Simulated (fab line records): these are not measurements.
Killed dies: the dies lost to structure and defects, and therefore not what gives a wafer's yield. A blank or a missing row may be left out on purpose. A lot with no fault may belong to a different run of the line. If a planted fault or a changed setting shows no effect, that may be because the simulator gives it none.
Chamber matching / flow sfq line / 3 sister chambers for SFQ_TRILAYER_I3_VIA_BARC_OPEN_VIA_ETCH_121 on rie diel-04
The step etches BARC in O2, target depth 125 nm, time 41.7 s. 6 wafers are shown with their chamber, then 4 later ones without.

WAFERS PAIRED WITH THEIR CHAMBERS
wafer=L952.2; chamber=0; drypump motor current A (A)=5.0; rf fwd power W (W)=494.0
wafer=L953.2; chamber=3; drypump motor current A (A)=5.4; rf fwd power W (W)=496.4
wafer=L953.3; chamber=2; drypump motor current A (A)=4.9; rf fwd power W (W)=493.0
wafer=L953.6; chamber=0; drypump motor current A (A)=5.0; rf fwd power W (W)=493.3
wafer=L955.1; chamber=3; drypump motor current A (A)=5.5; rf fwd power W (W)=498.5
wafer=L955.2; chamber=2; drypump motor current A (A)=4.9; rf fwd power W (W)=497.4

WAFERS MISSING THEIR CHAMBER
wafer=L964.3; drypump motor current A (A)=5.5; rf fwd power W (W)=497.1
wafer=L964.5; drypump motor current A (A)=4.9; rf fwd power W (W)=496.6
wafer=L966.2; drypump motor current A (A)=5.0; rf fwd power W (W)=491.0
wafer=L966.3; drypump motor current A (A)=5.4; rf fwd power W (W)=494.5

THE CHAMBER EACH PASSED THROUGH
wafer=L964.3; from the rows above=3; in truth=3
wafer=L964.5; from the rows above=2; in truth=2
wafer=L966.2; from the rows above=can't be placed: 0 or 2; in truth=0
wafer=L966.3; from the rows above=3; in truth=3
Correctly placed: 3 of 4. Unplaceable from these rows: 1, with the true chamber sitting among the candidates in 1. 0 placed wrongly.
How it was worked out, from the rows above alone: a wafer's distance from a chamber is the root of the sum, over the readings, of the square of ((its reading less the chamber's mean) divided by the reading's scatter). If the next closest chamber is less than 2 further off than the closest, the wafer can't be placed; otherwise it belongs to the closest. Each chamber's mean is taken over the wafers shown for it. How the scatter is found: for the shown wafers, subtract from each reading the mean of its chamber, square and add these, divide the total by (wafers less chambers), then take the root.
